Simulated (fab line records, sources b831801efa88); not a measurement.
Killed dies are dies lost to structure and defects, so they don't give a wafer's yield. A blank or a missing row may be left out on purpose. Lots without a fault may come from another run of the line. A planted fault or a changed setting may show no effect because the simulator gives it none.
Problem report in the 8D (eight disciplines) form, filled by code | flow sky130 | the parts of the form that need people (team, actions taken, sign-off) are left out

1. THE PROBLEM
VT_ADJUST_NCORE_TW at SKY_VT_ADJUST_NCORE_TW_MEAS_11 reads a mean of 251.2 on 6 wafers of 2 lots; wafers without a fault read 218.7 with a standard deviation of 1.2. That is +27 standard deviations from the usual mean.
First seen on wafer L334.1, day 11 17:52, on film_metro-02. The record holds 42 wafers of 14 lots with a number at this step. Rule for "out", or "out of limits": more than 4 standard deviations from the usual mean. The other wafers with a number count as sound.

2. WHAT IT IS AND WHAT IT IS NOT
question                    | is                           | is not
which readings at this step | VT_ADJUST_NCORE_TW           | -
which lots                  | L334, L335                   | L324, L325, L326, L327, L329, L332, L339, L340, L342, L343, L345, L347
which wafers of those lots  | all that have a number       | -
read on which gauges        | film_metro-01, film_metro-02 | film_metro-04
when                        | from day 11 17:52            | up to then (18 sound wafers); but 18 sound wafers of L339, L340, L342, L343, L345, L347 came after

3. SUSPECTS, AND WHAT RULES EACH OUT
Counting: a tool at a process step up to the reading stays a suspect if it ran every lot that is out and no sound lot after the first of them.
- the gauge at SKY_VT_ADJUST_NCORE_TW_MEAS_11: ruled out. The wafers that are out were read on 2 gauges (film_metro-01, film_metro-02).
- implanter-02 at SKY_VT_ADJUST_NCORE_IMPLANT_09: ruled out as a lasting fault. Sound lots L347 ran on it after its first lot that is out, L334 (day 11 17:37).
Left after counting: nothing in the record.

4. THE CAUSE (what the simulator had put in)
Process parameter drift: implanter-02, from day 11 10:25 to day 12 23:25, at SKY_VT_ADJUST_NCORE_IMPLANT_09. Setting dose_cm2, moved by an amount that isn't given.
Counting ruled it out, wrongly: the rule takes a fault to strike every lot that its tool runs from its start on, and this one did not.

5. THE CHAIN OF EFFECTS, in route order
Each row: a reading whose mean over the struck wafers that have a number lies more than 3 standard deviations from the usual. Only readings for which the record gives a usual standard deviation are gone through. hours: the time from each lot's start at the first step in this table that gives one to its start at this step, as a median over the lots. sigmas: the change in usual standard deviations.
hours | step                           | reading            | usual      | on struck wafers | change      | sigmas
0     | SKY_VT_ADJUST_NCORE_IMPLANT_09 | dose_ions_cm2      | 2.4003e+12 | 3.8674e+12       | +1.4671e+12 | +99 or more
0     | SKY_VT_ADJUST_NCORE_IMPLANT_09 | faraday_current_uA | 13.50      | 21.55            | +8.05       | +29
0     | SKY_VT_ADJUST_NCORE_TW_MEAS_11 | VT_ADJUST_NCORE_TW | 218.7      | 251.2            | +32.5       | +27
The process steps in it:
- SKY_VT_ADJUST_NCORE_IMPLANT_09

6. WHAT WOULD HAVE CAUGHT IT SOONER
In this record the first reading out of limits at a measuring or inspecting step was taken at day 11 17:52, 7 hours after the fault began at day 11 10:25.
The tool's own readings at SKY_VT_ADJUST_NCORE_IMPLANT_09 were out on every struck wafer that the step has a row for (dose_ions_cm2, faraday_current_uA): an alarm limit on them would have fired on the first of those.
